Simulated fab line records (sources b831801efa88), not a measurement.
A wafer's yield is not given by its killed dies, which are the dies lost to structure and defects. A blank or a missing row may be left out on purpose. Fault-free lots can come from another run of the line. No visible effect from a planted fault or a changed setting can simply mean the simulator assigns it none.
A lot that was struck, set against a sound lot	flow sky130	21 steps out of a route of 708
Sound: the wafers L457.2, L457.5, L457.6. The struck wafers were L465.1, L465.3, L465.6. The cause is given at the end.
Order at every step that has rows: each side's tool, ch and its chambers, its first start. Under that, the readings that differ: sound wafers	struck wafers	difference of the means	sigmas: that difference in standard deviations of wafers without a fault.
alike: same words and numbers on both sides, and readings whose means sit less than 2 such deviations apart. not compared: any withheld reading, any reading some wafer has no value for, any bound like >300 that may hide the same value, and any number with overlapping values for which the record gives no deviation.
A row with sigmas, a row that says differs or no value, or rows on one side alone: a step with any of these is where the two part. Numbers that don't overlap but have no deviation are shown without sigmas and don't part them. A reading missing from all wafers of one side parts the sides only when that side holds two or more wafers.

first, 4 steps without rows for these wafers: SKY_LDD_HVN_SOFTBAKE_03 (time 60 s); SKY_LDD_HVN_EXPOSE_04 (exposes mask HVNTM, target cd 700 nm); SKY_LDD_HVN_PEB_05; SKY_LDD_HVN_DEVELOP_06 (develop time 60 s).
SKY_LDD_HVN_OVL_MEAS_07:
  sound on overlay-01, day 23 17:21; struck on overlay-01, day 26 01:57
  alike: LDD_HVN_OVL
next, for these wafers, 1 step has no rows: SKY_LDD_HVN_IMPLANT_08.
SKY_LDD_HVN_STRIP_09: strips in O2/N2.
  sound on plasma_asher-01 ch 0,1, day 23 17:32; struck on plasma_asher-03 ch 0, day 26 02:08
reading	sound	struck	difference	sigmas
drypump_motor_current_A (A)	6.33 6.32 5.85	5.50 5.49 5.49	-0.67	-2
  alike: oes_product_au, strip_time_to_endpoint_s
  not compared: rf_hours_counter_h
SKY_LDD_HVN_TW_MEAS_10:
  sound on film_metro-01, day 23 17:38; struck on film_metro-04, day 26 02:14
  alike: LDD_HVN_TW
then, 4 steps without rows for these wafers: SKY_LDD_HVP_DEHYDRATE_00 (time 60 s); SKY_LDD_HVP_HMDS_01 (prime time 60 s); SKY_LDD_HVP_COAT_02 (resist thk 300 nm); SKY_LDD_HVP_SOFTBAKE_03 (time 60 s).
SKY_LDD_HVP_EXPOSE_04: exposes mask HVPTM, target cd 700 nm.
  sound on iline_stepper-01 ch 0, day 24 08:33; struck on iline_stepper-01 ch 0, day 26 17:49
reading	sound	struck	difference	sigmas
mask	HVPTM#0 HVPTM#0 HVPTM#0	HVNTM#0 HVNTM#0 HVNTM#0	differs	
then, 2 steps without rows for these wafers: SKY_LDD_HVP_PEB_05; SKY_LDD_HVP_DEVELOP_06 (develop time 60 s).
SKY_LDD_HVP_OVL_MEAS_07:
  sound on overlay-01, day 24 22:45; struck on overlay-01, day 27 07:26
reading	sound	struck	difference	sigmas
LDD_HVP_OVL (nm)	0.0 0.1 -1.0	- - -	no value on the struck wafers	
next, for these wafers, 1 step has no rows: SKY_LDD_HVP_IMPLANT_08.
SKY_LDD_HVP_STRIP_09: strips in O2/N2.
  sound on plasma_asher-01 ch 0,1, day 24 22:56; struck on plasma_asher-02 ch 0,1, day 27 07:38
reading	sound	struck	difference	sigmas
drypump_motor_current_A (A)	6.4 6.3 5.8	5.5 5.4 5.5	-0.7	-2
  alike: oes_product_au, strip_time_to_endpoint_s
  not compared: rf_hours_counter_h
SKY_LDD_HVP_TW_MEAS_10:
  sound on film_metro-02, day 24 23:02; struck on film_metro-03, day 27 07:44
reading	sound	struck	difference	sigmas
LDD_HVP_TW	452 452 448	30 30 30	-421	-99 or more
then, 1 step without rows for these wafers: SKY_LDD_LDN_DEHYDRATE_00 (time 60 s).
-- a jump in the record: the struck wafers' starts before and after are 22 days apart (it breaks off in module LDD_LDN and resumes in module PAD_OPEN, where the first step shown is number 708 of the route) --
SKY_PAD_OPEN_PROBE_99:
  sound on prober-02, day 47 20:31; struck on prober-01, day 49 13:55
reading	sound	struck	difference	sigmas
killed_at_front_end	16 12 12	406 403 420	+396	+97
killed_dies	101 85 80	492 492 492	+403	+44
killed_on_rim	13 19 15	96 96 96	+80	+22
  alike: killed_at_M0_to_M3, killed_at_M4_up, killed_at_contacts, killed_at_other, killed_open, killed_short

WHERE THEY PART
Last at SKY_PAD_OPEN_PROBE_99 as far as this record goes, first at SKY_LDD_HVN_STRIP_09.

WHY: the cause the simulator had injected
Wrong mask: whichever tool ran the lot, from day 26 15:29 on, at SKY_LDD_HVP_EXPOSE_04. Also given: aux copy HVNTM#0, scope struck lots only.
